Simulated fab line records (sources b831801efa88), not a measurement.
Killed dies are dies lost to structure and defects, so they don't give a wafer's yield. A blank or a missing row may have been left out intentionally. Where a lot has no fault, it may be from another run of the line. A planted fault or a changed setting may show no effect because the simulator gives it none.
Which tool did it? ; flow sky130 ; 6 lots with 17 wafers sampled at 2 steps, on a route of 708 steps

## WHAT THE GAUGES READ, wafer by wafer
SKY_LI_CONTACT_THK_MEAS_01.
lot;measured;on;LI_CONTACT_HDPCVD_THK (nm)
L105;day 30 05:17;filmMetro-03;934 924 923
L106;day 30 09:23;filmMetro-03;935 927 931
L110;day 30 21:46;filmMetro-02;933 931 928
L112;day 31 14:22;filmMetro-01;935 932 932
L119;day 34 01:46;filmMetro-03;1409 925
L123;day 35 03:11;filmMetro-03;939 929 939

## EACH LOT AND THE TOOL THAT RAN IT (in order: tool; ch and the chambers of the sampled wafers; start)
lot;SKY_LI_CONTACT_HDPCVD_00
L105;hdpcvd-01 ch 0,1, day 30 05:10
L106;hdpcvd-02 ch 0,2, day 30 09:16
L110;hdpcvd-01 ch 1,2, day 30 21:37
L112;hdpcvd-02 ch 0,2, day 31 14:16
L119;hdpcvd-02 ch 2, day 34 01:38
L123;hdpcvd-01 ch 0,1,2, day 35 03:04
- SKY_LI_CONTACT_HDPCVD_00: deposits PSG, target thk 930 nm, time 155 s.

## THE ANSWER, worked out from the rows above alone
Rule: usual is defined by the lots themselves. The widest of any qualifying gaps counts: lots, ordered by their means at a reading, are off when they make up no more than a third of the lots, leave a main group of 4 or more, and stand apart from it by 3 or more times the standard deviation of that group's means. The tables above print the reading to a certain number of digits; a main group whose means all agree to those digits is not used. A lot without any number at a reading at which 4 lots or more have one is off too. Any other lot the step has rows for is counted as sound.
Off: at SKY_LI_CONTACT_THK_MEAS_01 (LI_CONTACT_HDPCVD_THK), L119. For the main group the mean is 931 nm and the standard deviation 2.9.
If a tool, at a process step before that reading, ran all the lots that are off and no sound lot after the first of them, it fits. The gauges at SKY_LI_CONTACT_THK_MEAS_01 are tried like those tools. One candidate fits, namely hdpcvd-02 at SKY_LI_CONTACT_HDPCVD_00. Its last sound lot is L112 (day 31 14:16), its first lot that is off L119 (day 34 01:38): a fault that began between those two fits.

## WHAT THE SIMULATOR HAD PUT IN
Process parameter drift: hdpcvd-02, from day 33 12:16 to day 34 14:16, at SKY_LI_CONTACT_HDPCVD_00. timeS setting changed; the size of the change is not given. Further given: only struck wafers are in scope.
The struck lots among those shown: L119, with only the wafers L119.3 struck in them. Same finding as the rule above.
